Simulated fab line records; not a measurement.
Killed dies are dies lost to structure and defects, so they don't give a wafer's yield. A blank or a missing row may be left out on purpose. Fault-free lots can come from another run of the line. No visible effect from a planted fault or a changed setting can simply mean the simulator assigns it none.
Which of the tools did it? | flow gf180mcu | 72 wafers from 24 lots sampled at 6 of the route's 602 steps

## WHAT THE GAUGES READ, wafer by wafer
GF_CONTACT_CD_MEAS_14: the cd target is 220 nm.
lot  | measured     | on       | cdNm (nm)
L074 | day 16 00:19 | cdSem-02 | 215.7 216.7 216.8
L075 | day 16 13:28 | cdSem-02 | 221.6 221.2 221.3
L076 | day 16 23:06 | cdSem-02 | 221.5 222.1 220.5
L077 | day 17 02:45 | cdSem-02 | 221.9 223.6 222.4
L078 | day 17 19:37 | cdSem-01 | 221.8 222.8 222.9
L079 | day 18 06:25 | cdSem-01 | 218.3 219.3 220.1
L080 | day 18 16:46 | cdSem-02 | 219.0 220.7 219.5
L081 | day 18 21:04 | cdSem-01 | 219.7 218.8 218.4
L082 | day 19 02:17 | cdSem-01 | 220.1 218.0 218.9
L083 | day 19 14:14 | cdSem-02 | 221.8 221.7 221.7
L084 | day 19 21:32 | cdSem-01 | 220.8 220.2 219.4
L085 | day 20 01:50 | cdSem-01 | 219.9 219.0 219.0
L086 | day 20 19:47 | cdSem-02 | 220.4 221.7 221.1
L087 | day 21 00:36 | cdSem-02 | 221.3 221.7 222.4
L088 | day 21 07:42 | cdSem-01 | 222.8 222.4 221.7
L089 | day 21 14:47 | cdSem-01 | 220.9 219.8 220.0
L090 | day 22 00:06 | cdSem-02 | 222.5 222.3 222.9
L091 | day 22 06:07 | cdSem-01 | 221.9 223.7 223.2
L092 | day 22 15:04 | cdSem-02 | 224.2 223.3 223.7
L093 | day 22 23:09 | cdSem-02 | 218.2 218.5 219.0
L094 | day 23 10:36 | cdSem-02 | 221.0 219.9 219.3
L095 | day 23 13:20 | cdSem-01 | 217.1 217.4 218.3
L096 | day 23 16:59 | cdSem-01 | 221.5 222.7 222.1
L097 | day 24 06:56 | cdSem-02 | 222.5 221.8 222.2

GF_M3_CD_MEAS_14: the cd target is 280 nm.
lot  | measured     | on       | cdNm (nm)
L074 | day 21 06:40 | cdSem-02 | 279.0 276.7 278.0
L075 | day 21 17:37 | cdSem-01 | 280.2 280.4 280.4
L076 | day 22 08:01 | cdSem-02 | 281.5 280.9 281.4
L077 | day 22 11:24 | cdSem-02 | 277.2 277.1 278.2
L078 | day 23 03:10 | cdSem-02 | 279.9 278.5 278.2
L079 | day 23 13:22 | cdSem-02 | 280.2 280.5 280.8
L080 | day 23 22:05 | cdSem-02 | 278.3 278.2 278.5
L081 | day 24 03:44 | cdSem-02 | 281.8 279.9 280.9
L082 | day 24 07:15 | cdSem-01 | 280.5 280.2 279.5
L083 | day 24 20:02 | cdSem-01 | 278.4 278.1 279.3
L084 | day 25 01:20 | cdSem-02 | 280.6 279.3 280.0
L085 | day 25 05:26 | cdSem-01 | 280.1 280.1 280.1
L086 | day 25 21:56 | cdSem-01 | 276.9 278.8 277.1
L087 | day 26 02:27 | cdSem-02 | 281.2 282.1 280.7
L088 | day 26 07:40 | cdSem-02 | 281.0 281.3 281.2
L089 | day 26 14:53 | cdSem-01 | 278.2 277.7 278.5
L090 | day 26 23:26 | cdSem-02 | 279.1 279.5 280.4
L091 | day 27 04:19 | cdSem-01 | 279.5 279.5 280.5
L092 | day 27 11:46 | cdSem-02 | 281.0 280.5 281.2
L093 | day 27 19:37 | cdSem-01 | 279.3 277.8 279.1
L094 | day 28 04:18 | cdSem-02 | 282.2 283.2 283.8
L095 | day 28 07:53 | cdSem-01 | 279.8 279.4 279.8
L096 | day 28 10:33 | cdSem-02 | 279.1 278.9 277.9
L097 | day 28 21:08 | cdSem-02 | 280.3 280.6 279.6

GF_M5_CD_MEAS_07: the cd target is 280 nm.
lot  | measured     | on       | cdNm (nm)
L074 | day 26 05:07 | cdSem-01 | 280.2 280.8 280.0
L075 | day 26 14:13 | cdSem-01 | 278.2 279.1 278.7
L076 | day 27 04:40 | cdSem-01 | 279.8 279.9 279.1
L077 | day 27 07:24 | cdSem-01 | 277.9 278.5 277.8
L078 | day 27 21:31 | cdSem-01 | 279.0 279.3 280.7
L079 | day 28 05:43 | cdSem-01 | 281.0 280.5 280.0
L080 | day 28 13:52 | cdSem-02 | 280.6 280.6 280.4
L081 | day 28 17:49 | cdSem-02 | 280.6 280.1 281.9
L082 | day 28 20:26 | cdSem-01 | 280.5 281.6 281.2
L083 | day 29 08:59 | cdSem-01 | 281.2 279.6 279.9
L084 | day 29 13:59 | cdSem-01 | 279.7 280.5 280.8
L085 | day 29 15:57 | cdSem-02 | 279.1 278.5 279.8
L086 | day 30 06:51 | cdSem-02 | 280.0 280.6 280.3
L087 | day 30 10:05 | cdSem-01 | 280.9 280.7 279.8
L088 | day 30 15:48 | cdSem-01 | 280.7 280.8 280.4
L089 | day 30 21:41 | cdSem-01 | 279.8 279.7 280.6
L090 | day 31 05:39 | cdSem-02 | 280.2 279.3 281.4
L091 | day 31 09:46 | cdSem-01 | 280.2 279.9 280.0
L092 | day 32 03:55 | cdSem-02 | 281.1 281.5 282.2
L093 | day 31 21:55 | cdSem-02 | 280.1 281.4 280.8
L094 | day 32 07:18 | cdSem-02 | 279.2 280.4 279.5
L095 | day 32 09:41 | cdSem-02 | 278.8 280.0 280.2
L096 | day 32 11:02 | cdSem-01 | 281.6 281.9 282.1
L097 | day 32 21:29 | cdSem-02 | 280.1 279.9 279.1

## WHICH TOOL RAN EACH LOT (tool, then ch and the chambers of the sampled wafers, then the start)
lot  | GF_V2_CMP_04                  | GF_M4_STRIP_17                      | GF_V4_CMP_04
L074 | cmp-01 ch 1,2,3, day 19 04:20 | plasmaAsher-03 ch 0,1, day 23 09:21 | cmp-01 ch 1,2,3, day 23 10:08
L075 | cmp-01 ch 0,1,3, day 19 15:11 | plasmaAsher-03 ch 0,1, day 23 18:52 | cmp-01 ch 0,1,3, day 23 19:43
L076 | cmp-01 ch 0,3, day 20 06:02   | plasmaAsher-03 ch 0,1, day 24 08:48 | cmp-01 ch 0,1,2, day 24 09:35
L077 | cmp-02 ch 0,1, day 20 09:11   | plasmaAsher-03 ch 0,1, day 24 12:25 | cmp-02 ch 0,1,2, day 24 13:18
L078 | cmp-02 ch 1,2,3, day 21 01:41 | plasmaAsher-01 ch 0,1, day 25 02:47 | cmp-01 ch 0,3, day 25 03:59
L079 | cmp-01 ch 1,2, day 21 12:26   | plasmaAsher-04 ch 0,1, day 25 12:12 | cmp-01 ch 0,2,3, day 25 13:06
L080 | cmp-02 ch 1,2,3, day 21 22:26 | plasmaAsher-04 ch 0,1, day 25 21:17 | cmp-01 ch 0,1, day 25 22:05
L081 | cmp-02 ch 2,3, day 22 03:14   | plasmaAsher-03 ch 0,1, day 26 02:17 | cmp-02 ch 0,2,3, day 26 03:11
L082 | cmp-01 ch 1,2,3, day 22 08:35 | plasmaAsher-04 ch 0,1, day 26 05:01 | cmp-01 ch 0,1,2, day 26 05:48
L083 | cmp-01 ch 0,1,3, day 22 20:06 | plasmaAsher-04 ch 0,1, day 26 18:14 | cmp-02 ch 0,3, day 26 18:59
L084 | cmp-02 ch 0,2, day 23 02:38   | plasmaAsher-04 ch 0,1, day 26 22:58 | cmp-02 ch 1,2, day 26 23:46
L085 | cmp-01 ch 0,1,3, day 23 07:47 | plasmaAsher-04 ch 0,1, day 27 02:34 | cmp-02 ch 2,3, day 27 03:26
L086 | cmp-01 ch 0,2,3, day 24 00:02 | plasmaAsher-03 ch 0,1, day 27 19:15 | cmp-02 ch 0,1,2, day 27 20:03
L087 | cmp-02 ch 0,1, day 24 04:19   | plasmaAsher-03 ch 0,1, day 27 22:04 | cmp-02 ch 2,3, day 27 22:52
L088 | cmp-02 ch 1,2, day 24 10:45   | plasmaAsher-04 ch 0,1, day 28 03:01 | cmp-01 ch 0,1,3, day 28 03:51
L089 | cmp-01 ch 2,3, day 24 17:56   | plasmaAsher-04 ch 0,1, day 28 09:45 | cmp-02 ch 0,2,3, day 28 10:32
L090 | cmp-01 ch 0,1,2, day 25 02:53 | plasmaAsher-03 ch 0,1, day 28 18:43 | cmp-01 ch 0,1,3, day 28 19:34
L091 | cmp-01 ch 0,1,2, day 25 07:46 | plasmaAsher-01 ch 0,1, day 28 22:04 | cmp-02 ch 0,1,2, day 28 22:59
L092 | cmp-01 ch 0,2,3, day 25 15:32 | plasmaAsher-04 ch 0,1, day 29 18:46 | cmp-02 ch 0,2,3, day 29 19:33
L093 | cmp-01 ch 1,2,3, day 25 23:34 | plasmaAsher-04 ch 0,1, day 29 11:55 | cmp-01 ch 2,3, day 29 12:44
L094 | cmp-01 ch 2,3, day 26 09:39   | plasmaAsher-04 ch 0,1, day 29 21:47 | cmp-02 ch 0,1, day 29 22:49
L095 | cmp-01 ch 0,1,2, day 26 13:16 | plasmaAsher-03 ch 0,1, day 30 01:07 | cmp-01 ch 0,1,3, day 30 01:55
L096 | cmp-01 ch 0,1,2, day 26 16:29 | plasmaAsher-01 ch 0, day 30 04:07   | cmp-01 ch 0,1,2, day 30 04:57
L097 | cmp-02 ch 1,2,3, day 27 03:50 | plasmaAsher-04 ch 0,1, day 30 14:15 | cmp-01 ch 0,1, day 30 15:01
- GF_V2_CMP_04: polishes SiO2.
- GF_M4_STRIP_17: strips in O2/N2.
- GF_V4_CMP_04: polishes SiO2.

## WHAT THE TOOLS THEMSELVES READ (means of the sampled wafers that have a number; where no wafer has one, the mark that the record gives instead)
GF_V2_CMP_04.
lot  | tool   | motorCurrentA (A) | retainingRingPressureFrac | timeToEndpointS (s)
L074 | cmp-01 | 11.4              | 0.999                     | 76
L075 | cmp-01 | 11.2              | 1.001                     | 72
L076 | cmp-01 | 10.9              | 1.006                     | 71
L077 | cmp-02 | 12.4              | 1.003                     | 81
L078 | cmp-02 | 12.1              | 1.000                     | 79
L079 | cmp-01 | 12.3              | 0.997                     | 87
L080 | cmp-02 | 12.1              | 0.997                     | 83
L081 | cmp-02 | 11.6              | 0.994                     | 83
L082 | cmp-01 | 11.6              | 1.001                     | 75
L083 | cmp-01 | 11.3              | 0.995                     | 81
L084 | cmp-02 | 12.2              | 1.000                     | 88
L085 | cmp-01 | 11.7              | 0.997                     | 76
L086 | cmp-01 | 11.2              | 1.002                     | 75
L087 | cmp-02 | 12.4              | 0.999                     | 76
L088 | cmp-02 | 12.0              | 1.000                     | 86
L089 | cmp-01 | 11.8              | 1.004                     | 77
L090 | cmp-01 | 11.8              | 1.002                     | 78
L091 | cmp-01 | 12.0              | 0.998                     | 82
L092 | cmp-01 | 11.4              | 1.002                     | 79
L093 | cmp-01 | 11.4              | 0.997                     | 77
L094 | cmp-01 | 10.9              | 1.000                     | 81
L095 | cmp-01 | 11.7              | 0.996                     | 81
L096 | cmp-01 | 12.3              | 1.000                     | 82
L097 | cmp-02 | 12.2              | 1.001                     | 82

GF_M4_STRIP_17.
lot  | tool           | drypumpMotorCurrentA (A) | heaterPowerW (W) | oesProductAu (a.u.) | stripTimeToEndpointS (s)
L074 | plasmaAsher-03 | 5.96                     | 377              | 0.555               | 7.84
L075 | plasmaAsher-03 | 5.90                     | 372              | 0.554               | 7.93
L076 | plasmaAsher-03 | 5.92                     | 374              | 0.553               | 7.86
L077 | plasmaAsher-03 | 5.93                     | 374              | 0.564               | 7.84
L078 | plasmaAsher-01 | 5.45                     | 335              | 0.559               | 7.85
L079 | plasmaAsher-04 | 5.62                     | 402              | 0.558               | 7.91
L080 | plasmaAsher-04 | 5.59                     | 413              | 0.553               | 7.80
L081 | plasmaAsher-03 | 5.62                     | 365              | 0.556               | 7.81
L082 | plasmaAsher-04 | 5.60                     | 411              | 0.557               | 7.84
L083 | plasmaAsher-04 | 5.60                     | 405              | 0.558               | 7.86
L084 | plasmaAsher-04 | 5.61                     | 403              | 0.560               | 7.87
L085 | plasmaAsher-04 | 5.60                     | 412              | 0.557               | 7.76
L086 | plasmaAsher-03 | 5.64                     | 367              | 0.557               | 7.86
L087 | plasmaAsher-03 | 5.94                     | 375              | 0.561               | 7.88
L088 | plasmaAsher-04 | 5.60                     | 411              | 0.555               | 7.84
L089 | plasmaAsher-04 | 5.64                     | 405              | 0.560               | 7.89
L090 | plasmaAsher-03 | 5.65                     | 368              | 0.553               | 7.87
L091 | plasmaAsher-01 | 5.44                     | 333              | 0.562               | 7.88
L092 | plasmaAsher-04 | 5.62                     | 403              | 0.560               | 7.87
L093 | plasmaAsher-04 | 5.62                     | 399              | 0.554               | 7.88
L094 | plasmaAsher-04 | 5.61                     | 406              | 0.561               | 7.85
L095 | plasmaAsher-03 | 5.64                     | 367              | 0.559               | 7.88
L096 | plasmaAsher-01 | 5.30                     | 314              | 0.557               | 7.91
L097 | plasmaAsher-04 | 5.63                     | 397              | 0.560               | 7.85

GF_V4_CMP_04.
lot  | tool   | motorCurrentA (A) | retainingRingPressureFrac | timeToEndpointS (s)
L074 | cmp-01 | 11.8              | 0.997                     | 77
L075 | cmp-01 | 11.4              | 0.996                     | 76
L076 | cmp-01 | 11.7              | 1.001                     | 83
L077 | cmp-02 | 12.1              | 0.999                     | 89
L078 | cmp-01 | 11.0              | 0.999                     | 75
L079 | cmp-01 | 11.3              | 1.000                     | 85
L080 | cmp-01 | 11.8              | 1.001                     | 79
L081 | cmp-02 | 11.8              | 1.006                     | 86
L082 | cmp-01 | 11.5              | 1.004                     | 80
L083 | cmp-02 | 12.7              | 0.999                     | 85
L084 | cmp-02 | 11.8              | 1.006                     | 85
L085 | cmp-02 | 11.4              | 1.002                     | 88
L086 | cmp-02 | 12.0              | 0.993                     | 84
L087 | cmp-02 | 12.5              | 1.006                     | 84
L088 | cmp-01 | 11.5              | 1.003                     | 77
L089 | cmp-02 | 12.5              | 1.000                     | 80
L090 | cmp-01 | 11.4              | 0.993                     | 82
L091 | cmp-02 | 12.3              | 1.000                     | 83
L092 | cmp-02 | 11.9              | 1.001                     | 84
L093 | cmp-01 | 11.6              | 0.996                     | 76
L094 | cmp-02 | 12.7              | 1.000                     | 86
L095 | cmp-01 | 10.8              | 0.996                     | 80
L096 | cmp-01 | 12.4              | 1.002                     | 80
L097 | cmp-01 | 11.2              | 1.009                     | 84

## THE ANSWER, worked out from the rows above alone
Rule: the usual values come from the lots themselves. The widest of any qualifying gaps counts: lots, ordered by their means at a reading, are off when they make up no more than a third of the lots, leave a main group of 4 or more, and stand apart from it by 3 or more times the standard deviation of that group's means. The tables above print the reading to a certain number of digits; a main group whose means all agree to those digits is not used. Also off: a lot with no number at a reading for which 4 or more lots have one. The other lots that the step has rows for count as sound. Order of review: gauges by route order, followed by the tools' own readings, for which a lot's mean as printed above is used. The first step at which some lot is off is used, and at that step the reading that is off furthest; a lot without a number counts as furthest.
Nothing can be told from this: no lot is off at any reading shown.

## WHAT THE SIMULATOR PUT IN
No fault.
